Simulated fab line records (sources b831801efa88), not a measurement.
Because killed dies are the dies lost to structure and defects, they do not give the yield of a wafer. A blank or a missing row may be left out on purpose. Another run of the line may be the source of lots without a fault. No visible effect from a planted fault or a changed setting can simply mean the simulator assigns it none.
fab line records	flow sky130
record: lots: 6	wafers: 18	last_day: 49
route steps=708 shown VT_ADJUST_HVTP@93 VT_ADJUST_LVTN@97 PAD_OPEN@708
lots with no fault: from the same line, run without faults
start_h: start of the lot's first displayed wafer, in hours after the record's first day	wait_h: time in hours since the lot's previous step	" the same as in the row above	L1.1+2: one row covering several wafers at once	- no value present, or no start provided	* or withheld: withheld	< > ~ a bound
route shown NAME@n: a module of which the file shows steps, and the number in the route of the first	usual: mean/standard deviation of fault-free wafers	same: alike in all rows	chamber/n: place in a boat	sites: the reading at each site	_std_site: their standard deviation	_edge_site: the outer-site mean with the inner-site mean subtracted	radius_mm: for every site, how far away it sits from the centre of the wafer	mask NAME#n: copy n	behind: the tool/chamber that last shaped the wafer	hold: reason for holding the lot/hours on hold/outcome of the hold	device: names the non-switching transistor (n, p or np)	end of line: the tests these same wafers got at the end of their route	a step with no rows: only its recipe	killed: at the first sort, the dies lost to defects and structure; wafer yield is something else	map: dies across one wafer; x = killed, . = not, _ = none there
set.NAME: the setting as run; set.NAME@STEP: as run at that earlier step	model.NAME: the simulator's own value behind a step, which no gauge read
lots at selected steps of the route; one table per step, one row per wafer
services: from which hour (start_h, from the record's first day; less than 0 if before it) a tool's chamber was out of use, for how many hours, and why
== steps ==
step: SKY_VT_ADJUST_HVTP_OVL_MEAS_08
usual: VT_ADJUST_HVTP_OVL: -0.2/1.6
lot.wafer	tool	chamber	start_h	wait_h	VT_ADJUST_HVTP_OVL[nm]
L680.1	overlay-01	-	130.15	0.1	-2.8
L680.4	"	-	"	"	-4.3
L680.6	"	-	"	"	-3.8
L684.1	overlay-01	-	156.33	0.1	0.8
L684.2	"	-	"	"	0.6
L684.3	"	-	"	"	0.2
L692.1	overlay-01	-	205.76	0.1	0.0
L692.3	"	-	"	"	0.5
L692.6	"	-	"	"	1.0
L694.1	overlay-02	-	215.01	0.1	0.5
L694.3	"	-	"	"	2.5
L694.4	"	-	"	"	1.1
L697.3	overlay-02	-	232.69	0.1	2.0
L697.5	"	-	"	"	-0.1
L697.6	"	-	"	"	0.4
L698.2	overlay-02	-	238.60	0.1	-0.7
L698.3	"	-	"	"	-2.6
L698.4	"	-	"	"	-1.8
step: SKY_VT_ADJUST_HVTP_IMPLANT_09
recipe: species: As	energy_kev: 150	dose_cm2: 4.3e+12	tilt_deg: withheld
step: SKY_VT_ADJUST_HVTP_STRIP_10
recipe: chemistry: O2/N2	power_w: 1400	pressure_mtorr: 1500	platen_temp_c: withheld	o2_flow_sccm: 3000	n2_flow_sccm: 300	overash_fraction: 0.5
usual: drypump_motor_current_A: 5.8/0.45	oes_product_au: 0.716/0.005	strip_time_to_endpoint_s: 14.16/0.041
same: overash_fraction: 0.5
lot.wafer	tool	chamber	start_h	wait_h	drypump_motor_current_A	oes_product_au	rf_hours_counter_h	strip_time_to_endpoint_s
L680.1	plasma_asher-01	0	130.33	0.1	5.6	0.708	46	14.21
L680.4	"	1	"	"	6.0	0.713	-	14.24
L680.6	"	1	"	"	6.0	0.714	-	14.22
L684.1	plasma_asher-04	0	156.52	0.1	5.3	0.715	37	14.14
L684.2	"	1	"	"	5.8	0.714	37	14.12
L684.3	"	0	"	"	5.3	0.708	-	14.15
L692.1	plasma_asher-03	0	205.94	0.1	5.5	0.719	8	14.16
L692.3	"	0	"	"	5.5	0.715	-	14.14
L692.6	"	1	"	"	6.6	0.710	-	14.14
L694.1	plasma_asher-04	1	215.19	0.1	5.8	0.714	43	14.19
L694.3	"	0	"	"	5.3	0.712	-	14.12
L694.4	"	1	"	"	5.8	0.711	-	14.16
L697.3	plasma_asher-04	1	232.90	0.1	5.8	0.713	-	14.18
L697.5	"	1	"	"	5.8	0.727	-	14.19
L697.6	"	0	"	"	5.3	0.706	-	14.15
L698.2	plasma_asher-04	1	238.78	0.1	5.8	0.718	46	14.12
L698.3	"	0	"	"	5.4	0.709	-	14.17
L698.4	"	1	"	"	5.8	0.712	-	14.15
step: SKY_VT_ADJUST_HVTP_TW_MEAS_11
usual: VT_ADJUST_HVTP_TW: 1364/6.8
lot.wafer	tool	chamber	start_h	wait_h	VT_ADJUST_HVTP_TW
L680.1	film_metro-04	-	130.43	0.1	1355
L680.4	"	-	"	"	1360
L680.6	"	-	"	"	1355
L684.1	film_metro-01	-	156.62	0.1	1367
L684.2	"	-	"	"	1360
L684.3	"	-	"	"	1365
L692.1	film_metro-04	-	206.04	0.1	1355
L692.3	"	-	"	"	1365
L692.6	"	-	"	"	1358
L694.1	film_metro-04	-	215.29	0.1	1356
L694.3	"	-	"	"	1360
L694.4	"	-	"	"	1356
L697.3	film_metro-02	-	232.99	0.1	1365
L697.5	"	-	"	"	1370
L697.6	"	-	"	"	1364
L698.2	film_metro-01	-	238.89	0.1	1367
L698.3	"	-	"	"	1363
L698.4	"	-	"	"	1363
step: SKY_VT_ADJUST_LVTN_DEHYDRATE_00
recipe: temp_c: 200	time_s: 60
step: SKY_VT_ADJUST_LVTN_HMDS_01
recipe: prime_time_s: 60	prime_temp_c: 120
step: SKY_VT_ADJUST_LVTN_COAT_02
recipe: spin_rpm: 2000	resist_thk_nm: 3000
step: SKY_VT_ADJUST_LVTN_SOFTBAKE_03
recipe: temp_c: 110	time_s: withheld
step: SKY_VT_ADJUST_LVTN_EXPOSE_04
recipe: mask_id: NWM_COMPLEMENT_LESS_NATIVE	na: 0.6	source_shape: conventional	sigma_outer: 0.6	polarization: unpolarized	target_cd_nm: 840	dose_mj: 194
step: SKY_VT_ADJUST_LVTN_PEB_05
recipe: temp_c: 115	time_s: withheld
step: SKY_VT_ADJUST_LVTN_DEVELOP_06
recipe: wall_angle_deg: 90	developer: TMAH	develop_time_s: 60	dev_temp_c: 23
step: SKY_VT_ADJUST_LVTN_OVL_MEAS_07
usual: VT_ADJUST_LVTN_OVL: -0.2/1.4
lot.wafer	tool	chamber	start_h	wait_h	VT_ADJUST_LVTN_OVL[nm]
L680.1	overlay-02	-	149.61	-	0.0
L680.4	"	-	"	"	-0.2
L680.6	"	-	"	"	-2.4
L684.1	overlay-02	-	176.84	-	1.6
L684.2	"	-	"	"	0.3
L684.3	"	-	"	"	-0.4
L692.1	overlay-01	-	227.27	-	1.2
L692.3	"	-	"	"	-0.7
L692.6	"	-	"	"	1.0
L694.1	overlay-01	-	237.12	-	-0.8
L694.3	"	-	"	"	0.1
L694.4	"	-	"	"	-1.9
L697.3	overlay-01	-	255.33	-	-2.6
L697.5	"	-	"	"	-0.9
L697.6	"	-	"	"	-2.8
L698.2	overlay-01	-	261.69	-	-2.9
L698.3	"	-	"	"	-2.0
L698.4	"	-	"	"	-1.2
step: SKY_VT_ADJUST_LVTN_IMPLANT_08
recipe: species: B	energy_kev: 30	dose_cm2: 1.57e+12	tilt_deg: withheld
usual: dose_ions_cm2: 1.57e+12/1.8e+09	faraday_current_uA: 8.85/0.18
lot.wafer	tool	chamber	start_h	wait_h	dose_ions_cm2	faraday_current_uA
L680.1	implanter-01	0	149.65	0.0	1.5699e+12	9.18
L680.4	"	0	"	"	1.5716e+12	8.81
L680.6	"	0	"	"	1.5699e+12	8.67
L684.1	implanter-04	0	176.87	0.0	1.5679e+12	9.10
L684.2	"	0	"	"	1.5731e+12	8.82
L684.3	"	0	"	"	1.5733e+12	9.00
L692.1	implanter-04	0	227.31	0.0	9.089e+11	5.25
L692.3	"	0	"	"	9.064e+11	5.01
L692.6	"	0	"	"	9.055e+11	5.20
L694.1	implanter-04	0	237.16	0.0	9.11e+11	5.21
L694.3	"	0	"	"	9.089e+11	5.25
L694.4	"	0	"	"	9.071e+11	5.15
L697.3	implanter-01	0	255.41	0.1	1.569e+12	8.66
L697.5	"	0	"	"	1.57e+12	8.80
L697.6	"	0	"	"	1.5707e+12	8.71
L698.2	implanter-03	0	261.75	0.0	1.57e+12	8.86
L698.3	"	0	"	"	1.5724e+12	8.78
L698.4	"	0	"	"	1.5719e+12	8.78
step: SKY_VT_ADJUST_LVTN_STRIP_09
recipe: chemistry: O2/N2	power_w: 1400	pressure_mtorr: 1500	platen_temp_c: withheld	o2_flow_sccm: 3000	n2_flow_sccm: 300	overash_fraction: 0.5
usual: drypump_motor_current_A: 5.7/0.31	oes_product_au: 0.722/0.0043	strip_time_to_endpoint_s: 36.90/0.11
same: overash_fraction: 0.5
lot.wafer	tool	chamber	start_h	wait_h	drypump_motor_current_A	oes_product_au	rf_hours_counter_h	strip_time_to_endpoint_s
L680.1	plasma_asher-02	0	149.80	0.1	6.2	0.729	42	36.90
L680.4	"	0	"	"	6.2	0.720	-	36.95
L680.6	"	0	"	"	6.2	0.727	-	36.88
L684.1	plasma_asher-04	1	177.02	0.1	5.8	0.721	39	36.97
L684.2	"	0	"	"	5.4	0.718	39	36.97
L684.3	"	0	"	"	5.3	0.718	-	36.97
L692.1	plasma_asher-04	1	227.46	0.1	5.8	0.713	45	36.95
L692.3	"	0	"	"	5.3	0.733	-	36.90
L692.6	"	0	"	"	5.3	0.720	-	36.92
L694.1	plasma_asher-01	1	237.31	0.1	6.0	0.731	56	36.84
L694.3	"	1	"	"	6.0	0.722	-	36.96
L694.4	"	0	"	"	5.6	0.717	-	36.86
L697.3	plasma_asher-01	1	255.54	0.1	6.0	0.718	-	36.93
L697.5	"	1	"	"	6.0	0.722	-	36.96
L697.6	"	0	"	"	5.6	0.726	-	36.87
L698.2	plasma_asher-01	1	261.87	0.1	6.0	0.720	58	36.72
L698.3	"	0	"	"	5.6	0.721	-	36.71
L698.4	"	1	"	"	6.1	0.723	-	36.77
step: SKY_VT_ADJUST_LVTN_TW_MEAS_10
usual: VT_ADJUST_LVTN_TW: 242.7/0.93
lot.wafer	tool	chamber	start_h	wait_h	hold	VT_ADJUST_LVTN_TW
L680.1	film_metro-01	-	149.90	0.1	-	243.7
L680.4	"	-	"	"	-	242.3
L680.6	"	-	"	"	-	244.6
L684.1	film_metro-04	-	177.12	0.1	-	241.1
L684.2	"	-	"	"	-	242.8
L684.3	"	-	"	"	-	241.3
L692.1	film_metro-03	-	227.56	0.1	await_dispo/0.2h/release	206.9
L692.3	"	-	"	"	await_dispo/0.2h/release	206.8
L692.6	"	-	"	"	await_dispo/0.2h/release	207.2
L692.1	film_metro-03	-	227.79	0.2	-	206.8
L692.3	"	-	"	"	-	207.1
L692.6	"	-	"	"	-	207.3
L694.1	film_metro-01	-	237.41	0.1	await_dispo/0.2h/release	206.4
L694.3	"	-	"	"	await_dispo/0.2h/release	206.8
L694.4	"	-	"	"	await_dispo/0.2h/release	208.0
L694.1	film_metro-01	-	237.64	0.2	-	207.2
L694.3	"	-	"	"	-	208.6
L694.4	"	-	"	"	-	208.2
L697.3	film_metro-01	-	255.63	0.1	-	244.4
L697.5	"	-	"	"	-	243.0
L697.6	"	-	"	"	-	245.2
L698.2	film_metro-01	-	261.98	0.1	-	243.9
L698.3	"	-	"	"	-	243.6
L698.4	"	-	"	"	-	242.6
step: SKY_PAD_OPEN_PROBE_99
usual: killed_at_M0_to_M3: 43/7.3	killed_at_M4_up: 3.2/1.8	killed_at_contacts: 24/5.8	killed_at_front_end: 16/4.5	killed_at_other: 0.3/0.53	killed_dies: 87/9.9	killed_open: 48/6.8	killed_short: 39/6.9
same: gross_dies: 492	killed_at_back_side: 0
lot.wafer	tool	chamber	start_h	wait_h	killed_at_M0_to_M3	killed_at_M4_up	killed_at_contacts	killed_at_front_end	killed_at_other	killed_dies	killed_open	killed_short	model.etest.nfet_01v8_lvt.drive_ua_um	model.etest.nfet_01v8_lvt.vt_sat_v	model.etest.nfet_01v8_lvt.vt_v	model.etest.nfet_01v8_turned.vt_sat_v	model.etest.nfet_01v8.vt_sat_v	model.etest.nfet_01v8_swapped.vt_sat_v	model.etest.nfet_01v8_lvt.vt_long_v	model.etest.nfet_01v8_turned.vt_v
L680.1	prober-02	-	1079.44	0.1	38	2	16	24	2	82	39	43	553.3	0.5498	0.6198	0.6594	0.662	0.6612	0.4492	0.7111
L680.4	prober-02	-	1079.59	0.2	38	2	37	9	0	86	48	38	575	0.5359	0.6051	0.6466	0.6448	0.6464	0.4353	0.6946
L680.6	prober-02	-	1079.69	0.2	28	2	25	14	0	69	43	26	564.1	0.5389	0.6105	0.6539	0.6473	0.6487	0.4427	0.7023
L684.1	prober-01	-	1099.78	0.1	50	3	22	22	0	97	58	39	542.1	0.5581	0.6186	0.6624	0.6567	0.6563	0.4388	0.704
L684.2	prober-01	-	1099.83	0.1	40	3	24	13	0	80	47	33	558.9	0.5527	0.6165	0.6583	0.6573	0.654	0.4443	0.706
L684.3	prober-01	-	1099.88	0.2	41	5	23	17	0	86	45	41	547.8	0.5566	0.6219	0.6619	0.6631	0.6652	0.4453	0.7075
L692.1	prober-02	-	1150.80	0.1	47	4	19	11	0	81	44	37	578.6	0.511	0.5934	0.6421	0.6397	0.6407	0.4303	0.6918
L692.3	prober-02	-	1150.90	0.2	46	2	35	13	1	97	51	46	578.7	0.517	0.6009	0.6403	0.6395	0.6446	0.4295	0.6912
L692.6	prober-02	-	1151.05	0.2	37	4	26	13	0	80	55	25	576.8	0.5233	0.6096	0.6491	0.6469	0.6511	0.4369	0.7012
L694.1	prober-02	-	1158.26	0.1	48	2	16	27	1	94	49	45	604.6	0.4999	0.5944	0.6269	0.6257	0.6278	0.4267	0.687
L694.3	prober-02	-	1158.36	0.2	49	2	17	16	0	84	37	47	588.1	0.5029	0.5952	0.634	0.6334	0.6344	0.4272	0.6896
L694.4	prober-02	-	1158.41	0.2	53	7	28	12	0	100	46	54	589.6	0.5068	0.5978	0.6299	0.6307	0.6353	0.4271	0.6864
L697.3	prober-01	-	1173.33	0.2	43	3	23	19	1	89	60	29	569	0.547	0.6196	0.6555	0.651	0.6547	0.4433	0.7036
L697.5	prober-01	-	1173.43	0.2	54	3	26	23	0	106	52	54	559.2	0.5534	0.6175	0.6584	0.6568	0.6611	0.4402	0.7076
L697.6	prober-01	-	1173.48	0.2	34	3	23	14	0	74	48	26	561.7	0.5501	0.6172	0.6582	0.6531	0.6561	0.4388	0.704
L698.2	prober-02	-	1174.78	0.1	39	3	33	13	0	88	52	36	582.1	0.5357	0.6055	0.6473	0.6434	0.647	0.4382	0.6947
L698.3	prober-02	-	1174.83	0.2	40	6	25	22	0	93	50	43	581.3	0.5271	0.6018	0.6497	0.645	0.6429	0.4394	0.6989
L698.4	prober-02	-	1174.88	0.2	49	5	31	15	1	101	56	45	587.9	0.5286	0.6006	0.6437	0.6388	0.6438	0.4324	0.6918
killed by level:class
L680.1 VIA2:geometric_particle:open=7 FIELD_ISO:geometric_particle:open=6 FIELD_ISO:geometric_particle:short=6 VIA2:geometric_particle:short=5 POLY_GATE:geometric_particle:short=5 CONTACT:geometric_particle:open=5 METAL1:geometric_particle:short=5 VIA3:geometric_particle:open=5
L680.4 LI_CONTACT:geometric_particle:open=12 VIA1:geometric_particle:open=11 CONTACT:geometric_particle:short=10 CONTACT:geometric_particle:open=9 VIA3:geometric_particle:open=5 VIA2:geometric_particle:short=4 FIELD_ISO:geometric_particle:short=3 LI_CONTACT:geometric_particle:short=3
L680.6 LI_CONTACT:geometric_particle:open=9 CONTACT:geometric_particle:open=6 VIA1:geometric_particle:open=6 VIA2:geometric_particle:open=6 FIELD_ISO:geometric_particle:short=5 METAL2:geometric_particle:short=5 LI_CONTACT:geometric_particle:short=4 CONTACT:geometric_particle:short=4
L684.1 LI_CONTACT:geometric_particle:open=11 VIA1:geometric_particle:open=11 VIA1:geometric_particle:short=8 CONTACT:geometric_particle:open=8 VIA3:geometric_particle:open=8 POLY_GATE:geometric_particle:short=7 METAL2:geometric_particle:open=6 METAL2:geometric_particle:short=5
L684.2 VIA1:geometric_particle:open=11 VIA2:geometric_particle:open=11 LI_CONTACT:geometric_particle:open=6 CONTACT:geometric_particle:open=6 LI_CONTACT:geometric_particle:short=4 VIA3:geometric_particle:open=4 CONTACT:geometric_particle:short=4 FIELD_ISO:geometric_particle:open=3
L684.3 VIA1:geometric_particle:open=10 LI_CONTACT:geometric_particle:open=8 FIELD_ISO:geometric_particle:short=7 VIA2:geometric_particle:open=6 VIA3:geometric_particle:open=6 CONTACT:geometric_particle:open=5 METAL2:geometric_particle:short=5 CONTACT:geometric_particle:short=4
L692.1 METAL1:geometric_particle:short=9 LI_CONTACT:geometric_particle:open=7 VIA1:geometric_particle:open=7 VIA3:geometric_particle:open=6 METAL2:geometric_particle:short=6 VIA2:geometric_particle:short=4 CONTACT:geometric_particle:open=4 VIA2:geometric_particle:open=4
L692.3 VIA1:geometric_particle:open=17 LI_CONTACT:geometric_particle:open=10 METAL2:geometric_particle:short=10 FIELD_ISO:geometric_particle:short=8 CONTACT:geometric_particle:open=8 LI_CONTACT:geometric_particle:short=6 LOCAL_INTERCONNECT:geometric_particle:short=6 VIA2:geometric_particle:open=5
L692.6 VIA1:geometric_particle:open=13 CONTACT:geometric_particle:open=11 VIA2:geometric_particle:open=9 LI_CONTACT:geometric_particle:open=7 FIELD_ISO:geometric_particle:open=6 METAL1:geometric_particle:short=4 LOCAL_INTERCONNECT:geometric_particle:short=3 VIA1:geometric_particle:short=3
L694.1 VIA2:geometric_particle:open=11 VIA1:geometric_particle:open=11 FIELD_ISO:geometric_particle:short=9 FIELD_ISO:geometric_particle:open=9 METAL2:geometric_particle:short=8 METAL1:geometric_particle:short=7 LI_CONTACT:geometric_particle:open=6 VIA2:geometric_particle:short=4
L694.3 METAL1:geometric_particle:short=12 VIA1:geometric_particle:short=8 FIELD_ISO:geometric_particle:open=7 CONTACT:geometric_particle:open=7 VIA1:geometric_particle:open=6 FIELD_ISO:geometric_particle:short=5 METAL2:geometric_particle:short=5 VIA2:geometric_particle:open=5
L694.4 VIA1:geometric_particle:open=12 METAL1:geometric_particle:short=9 CONTACT:geometric_particle:short=9 VIA1:geometric_particle:short=9 CONTACT:geometric_particle:open=7 VIA2:geometric_particle:open=6 LI_CONTACT:geometric_particle:open=5 METAL2:geometric_particle:short=5
L697.3 CONTACT:geometric_particle:open=13 VIA1:geometric_particle:open=10 VIA2:geometric_particle:open=8 VIA3:geometric_particle:open=7 FIELD_ISO:geometric_particle:short=6 FIELD_ISO:geometric_particle:open=5 LI_CONTACT:geometric_particle:open=5 POLY_GATE:geometric_particle:open=4
L697.5 VIA1:geometric_particle:open=13 METAL2:geometric_particle:short=8 LI_CONTACT:geometric_particle:open=7 METAL1:geometric_particle:short=7 POLY_GATE:geometric_particle:open=6 LOCAL_INTERCONNECT:geometric_particle:short=6 SPACER:geometric_particle:short=5 CONTACT:geometric_particle:open=5
L697.6 VIA2:geometric_particle:open=9 CONTACT:geometric_particle:open=9 FIELD_ISO:geometric_particle:open=7 METAL1:geometric_particle:short=7 VIA1:geometric_particle:open=6 LOCAL_INTERCONNECT:geometric_particle:short=5 VIA3:geometric_particle:open=5 POLY_GATE:geometric_particle:short=3
L698.2 CONTACT:geometric_particle:open=14 LI_CONTACT:geometric_particle:open=11 VIA1:geometric_particle:open=9 VIA1:geometric_particle:short=7 VIA2:geometric_particle:open=7 METAL2:geometric_particle:short=5 FIELD_ISO:geometric_particle:short=3 POLY_GATE:geometric_particle:short=3
L698.3 CONTACT:geometric_particle:open=11 VIA1:geometric_particle:open=9 LI_CONTACT:geometric_particle:open=6 FIELD_ISO:geometric_particle:short=5 METAL2:geometric_particle:short=5 POLY_GATE:geometric_particle:short=4 SPACER:geometric_particle:open=4 CONTACT:geometric_particle:short=4
L698.4 CONTACT:geometric_particle:open=16 VIA1:geometric_particle:open=9 VIA2:geometric_particle:open=7 VIA3:geometric_particle:open=6 LI_CONTACT:geometric_particle:open=5 METAL1:geometric_particle:short=5 METAL3:geometric_particle:short=5 FIELD_ISO:geometric_particle:open=4
== services ==
tool	chamber	start_h	hours	kind
plasma_asher-03	-	108.75	9.0	pm
plasma_asher-03	0	108.75	9.0	vent_cycle
plasma_asher-03	1	108.75	9.0	vent_cycle
implanter-03	-	116.11	1.8	repair
plasma_asher-03	0	117.75	-	clean
plasma_asher-03	1	117.75	-	clean
implanter-04	-	166.10	2.2	repair
plasma_asher-03	-	201.05	3.7	repair
plasma_asher-03	-	206.60	14.6	pm
implanter-01	-	207.01	5.8	repair
plasma_asher-01	-	229.97	1.5	repair
implanter-04	-	246.70	5.2	repair
implanter-04	-	257.29	1.5	repair
implanter-01	-	260.75	1.9	repair
== key ==
first_sign: step: SKY_VT_ADJUST_LVTN_IMPLANT_08	reading: dose_ions_cm2	direction: down	sigmas: 99+	usual: *	struck: *
effect: step: SKY_VT_ADJUST_LVTN_IMPLANT_08	reading: faraday_current_uA	direction: down	sigmas: 21	usual: 8.85	struck: 5.18
effect: step: SKY_VT_ADJUST_LVTN_TW_MEAS_10	reading: visit	direction: added
effect: step: SKY_VT_ADJUST_LVTN_TW_MEAS_10	reading: VT_ADJUST_LVTN_TW	direction: down	sigmas: 38	usual: 242.7	struck: 207.0
model_effect: step: SKY_PAD_OPEN_PROBE_99	value: etest.nfet_01v8_lvt.drive_ua_um	without: 566.1	struck: 586.1
met_at SKY_VT_ADJUST_LVTN_IMPLANT_08
struck_wafers L692.1,L692.3,L692.6,L694.1,L694.3,L694.4
tester_left_out L692,L694
onset_between 176.87 227.31
fault: kind: process_parameter_drift	tool: implanter-04	chamber: -	onset_h: 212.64	steps: SKY_VT_ADJUST_LVTN_IMPLANT_08	channel: dose_cm2	offset: *	shape: step	end_h: 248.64	acts_in: *	stated: *
tester_left_out: of these lots the tester's yield and bins aren't shown, on N5 and GAA mostly nor the transistor test; their killed dies are dies lost to structure and defects alone, not to doping, threshold or leakage, so they don't give the yield
